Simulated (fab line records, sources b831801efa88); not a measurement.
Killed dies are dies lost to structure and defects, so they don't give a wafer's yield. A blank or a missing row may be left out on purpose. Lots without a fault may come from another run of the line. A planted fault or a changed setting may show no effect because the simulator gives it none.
Split-lot experiment | flow gf180mcu | 3 lots, 13 wafers read, on a route of 602 steps

THE SPLIT
At GF_TOP_METAL_METAL_ETCH_16 (etches the open film in Cl2/BCl3, stops on SiO2, target depth 1077.5 nm, time 179.6 s), the setting time_s was moved away from the recipe's 179.6 s on 4 of the 13 wafers read, by -11.8% to +8.7%. The other wafers ran this setting at the recipe's value.

The reading is taken at the split's own step.

THE READING
NOVOLAK_of_TOP_METAL_COAT_09.thk_nm (the simulator's own value, which no gauge read), in nm, at GF_TOP_METAL_METAL_ETCH_16 (etches the open film in Cl2/BCl3, stops on SiO2, target depth 1077.5 nm, time 179.6 s). The file gives no usual value for it. The 9 wafers here that ran the recipe average 1076 nm, standard deviation 5.7 nm.

wafer  | tool, chamber at the split | time_s as run, s | against the recipe | NOVOLAK_of_TOP_METAL_COAT_09.thk_nm, nm | against lot-mates on the recipe
L077.1 | rie_metal-02, 1            | 179.6            | recipe             | 1072                                    | -
L077.2 | rie_metal-02, 0            | 195.3            | +8.7%              | 1039                                    | -34
L077.4 | rie_metal-02, 1            | 179.6            | recipe             | 1066                                    | -
L077.5 | rie_metal-02, 1            | 195.3            | +8.7%              | 1035                                    | -38
L077.6 | rie_metal-02, 0            | 179.6            | recipe             | 1082                                    | -
L079.1 | rie_metal-01, 1            | 179.6            | recipe             | 1075                                    | -
L079.2 | rie_metal-01, 0            | 179.6            | recipe             | 1070                                    | -
L079.3 | rie_metal-01, 0            | 158.4            | -11.8%             | 1120                                    | +47
L079.4 | rie_metal-01, 1            | 179.6            | recipe             | 1074                                    | -
L079.5 | rie_metal-01, 0            | 158.4            | -11.8%             | 1124                                    | +51
L082.2 | rie_metal-02, 0            | 179.6            | recipe             | 1083                                    | -
L082.5 | rie_metal-02, 0            | 179.6            | recipe             | 1083                                    | -
L082.6 | rie_metal-02, 1            | 179.6            | recipe             | 1075                                    | -

THE FIT
A straight line over all 13 wafers: NOVOLAK_of_TOP_METAL_COAT_09.thk_nm changes by -4.11 nm for each +1% of time_s; r = -0.98; the points scatter about the line by 5.4 nm.
The same after taking each lot's own level away (the mean of its wafers on the recipe; 13 wafers): -4.15 nm for each +1%; r = -0.99; scatter 4.3 nm.
On that fit, the largest move of time_s shifts the reading by 49 nm.
The lots' own levels span 1073.0 to 1080.3 nm, that is 1.3 times the standard deviation above.
So the lot-to-lot level changes the slope little: the two slopes agree.
Check: with one of the wafers moved furthest among these (-11.8%) left out of the fit, the line predicts +50.2 nm for it against its lot-mates. It came out at +47 nm against them.

OTHER SPLITS ON THESE WAFERS
These wafers also went through other splits before the reading. Each is held against what the fit with the lots' levels taken away leaves over:
other split on the same wafers              | wafers away from the commonest value | r with NOVOLAK_of_TOP_METAL_COAT_09.thk_nm (lot level and that fit taken away)
GF_V4_SPUTTER_22 power_w                    | 5                                    | -0.43
GF_MIM_CVD_05 time_s                        | 3                                    | -0.31
GF_MIM_SPUTTER_09 power_w                   | 3                                    | -0.14
GF_V5_CMP_04 leave_above_ref_nm             | 4                                    | +0.23
GF_V5_SOFTBAKE_10 temp_c                    | 3                                    | +0.34
GF_TOP_METAL_SPUTTER_00 chamber_pressure_pa | 8                                    | +0.00
GF_TOP_METAL_EXPOSE_11 dose_mj              | 0                                    | -

THE WHOLE CHAIN: every reading that the file lists as answering this split, in the file's order
step                       | what it does                                                                          | reading                                                                              | change (the file's fit)              | r (the file's)
GF_TOP_METAL_METAL_ETCH_16 | etches the open film in Cl2/BCl3, stops on SiO2, target depth 1077.5 nm, time 179.6 s | NOVOLAK_of_TOP_METAL_COAT_09.thk_nm (the simulator's own value, which no gauge read) | -4.15 nm for each +1% of the setting | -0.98
GF_TOP_METAL_STRIP_17      | strips in O2/N2                                                                       | strip_time_to_endpoint_s                                                             | withheld for each +1% of the setting | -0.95

THE FILE'S OWN FIT
NOVOLAK_of_TOP_METAL_COAT_09.thk_nm changes by -4.15 nm for each +1% of time_s, r = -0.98.
